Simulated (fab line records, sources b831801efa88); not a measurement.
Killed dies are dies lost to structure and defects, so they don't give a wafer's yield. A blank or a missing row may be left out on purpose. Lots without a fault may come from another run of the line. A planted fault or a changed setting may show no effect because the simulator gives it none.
Which tool did it? | flow sky130 | 7 lots, 21 wafers sampled, at 2 steps of a route of 708

WHAT THE GAUGES READ, wafer by wafer
SKY_DNWELL_TW_MEAS_09.
lot  | measured    | on            | DNWELL_TW
L798 | day 3 10:20 | film_metro-01 | 1131 1130 1125
L801 | day 4 02:41 | film_metro-03 | 1106 1109 1111
L803 | day 4 13:13 | film_metro-03 | 1110 1104 1106
L810 | day 6 02:43 | film_metro-03 | 1396 1401 1398
L815 | day 7 04:41 | film_metro-01 | 1128 1125 1123
L818 | day 8 01:21 | film_metro-03 | 1121 1120 1117
L820 | day 8 12:55 | film_metro-03 | 1119 1120 1115

WHICH TOOL RAN EACH LOT (tool, then ch and the chambers of the sampled wafers, then the start)
lot  | SKY_DNWELL_IMPLANT_07
L798 | implanter-03 ch 0, day 3 10:05
L801 | implanter-04 ch 0, day 4 02:27
L803 | implanter-04 ch 0, day 4 12:58
L810 | implanter-01 ch 0, day 6 02:04
L815 | implanter-01 ch 0, day 7 04:26
L818 | implanter-01 ch 0, day 8 01:08
L820 | implanter-03 ch 0, day 8 12:40
- SKY_DNWELL_IMPLANT_07

THE ANSWER, worked out from the rows above alone
Rule: what is usual is taken from the lots themselves. Put in order of their means at a reading, lots are off if they are a third of the lots or fewer, leave a main group of 4 or more, and stand apart from it by a gap of 3 or more times the standard deviation of the main group's means; of several such gaps the widest counts. A main group whose means are all the same, to the digits that the tables above print for the reading, isn't used. A lot without any number at a reading at which 4 lots or more have one is off too. The other lots that the step has rows for count as sound.
Off: L810, at SKY_DNWELL_TW_MEAS_09 (DNWELL_TW). The main group: mean 1118, standard deviation 8.
A tool fits if, at a process step before that reading, it ran every lot that is off, and no sound lot after the first of them. The gauges at SKY_DNWELL_TW_MEAS_09 are tried like those tools. None of those tried fits.

WHAT THE SIMULATOR HAD PUT IN
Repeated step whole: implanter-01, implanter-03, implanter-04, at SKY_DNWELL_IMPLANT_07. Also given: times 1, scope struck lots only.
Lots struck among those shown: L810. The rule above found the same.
